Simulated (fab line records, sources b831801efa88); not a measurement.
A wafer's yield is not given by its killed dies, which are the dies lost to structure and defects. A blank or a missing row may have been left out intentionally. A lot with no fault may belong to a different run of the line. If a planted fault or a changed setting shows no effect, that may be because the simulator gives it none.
Which of the tools did it? || flow gf180mcu || 21 wafers from 7 lots sampled at 2 of the route's 602 steps

== WHAT EACH GAUGE READ, for each wafer ==
GF_V1_THK_MEAS_25: measures by xrf.
{"lot": "L381", "measured": "day 18 14:25", "on": "film_metro-01", "V1_W_THK (nm)": "352 352 356"}
{"lot": "L383", "measured": "day 19 07:31", "on": "film_metro-01", "V1_W_THK (nm)": "354 355 355"}
{"lot": "L385", "measured": "day 20 11:46", "on": "film_metro-04", "V1_W_THK (nm)": "350 352 345"}
{"lot": "L387", "measured": "day 21 06:40", "on": "film_metro-01", "V1_W_THK (nm)": "355 351 343"}
{"lot": "L391", "measured": "day 22 14:26", "on": "film_metro-02", "V1_W_THK (nm)": "351 353 350"}
{"lot": "L401", "measured": "day 25 14:23", "on": "film_metro-02", "V1_W_THK (nm)": "344 346 340"}
{"lot": "L403", "measured": "day 26 03:11", "on": "film_metro-04", "V1_W_THK (nm)": "348 345 348"}

== EACH LOT AND THE TOOL THAT RAN IT (in order: tool; ch and the chambers of the sampled wafers; start) ==
{"lot": "L381", "GF_V1_CVD_23": "cvd_w-02 ch 0,1, day 18 14:12"}
{"lot": "L383", "GF_V1_CVD_23": "cvd_w-01 ch 0,1, day 19 07:17"}
{"lot": "L385", "GF_V1_CVD_23": "cvd_w-02 ch 0,1, day 20 11:32"}
{"lot": "L387", "GF_V1_CVD_23": "cvd_w-02 ch 0,1, day 21 06:28"}
{"lot": "L391", "GF_V1_CVD_23": "cvd_w-02 ch 1, day 22 14:13"}
{"lot": "L401", "GF_V1_CVD_23": "cvd_w-01 ch 0,1, day 25 14:08"}
{"lot": "L403", "GF_V1_CVD_23": "cvd_w-02 ch 0,1, day 26 02:57"}
- GF_V1_CVD_23: deposits W, target thk 350 nm, time 105.05 s.

== THE ANSWER, worked out from the rows above alone ==
Rule: what is usual is taken from the lots themselves. Put in order of their means at a reading, lots are off if they are a third of the lots or fewer, leave a main group of 4 or more, and stand apart from it by a gap of 3 or more times the standard deviation of the main group's means; of several such gaps the widest counts. A main group is skipped when, at the precision printed for the reading in the tables above, its means are all equal. A lot without any number at a reading at which 4 lots or more have one is off too. The other lots that the step has rows for count as sound.
No lot is off on any of the readings shown, so nothing can be concluded from this.

== WHAT HAD BEEN PUT IN BY THE SIMULATOR ==
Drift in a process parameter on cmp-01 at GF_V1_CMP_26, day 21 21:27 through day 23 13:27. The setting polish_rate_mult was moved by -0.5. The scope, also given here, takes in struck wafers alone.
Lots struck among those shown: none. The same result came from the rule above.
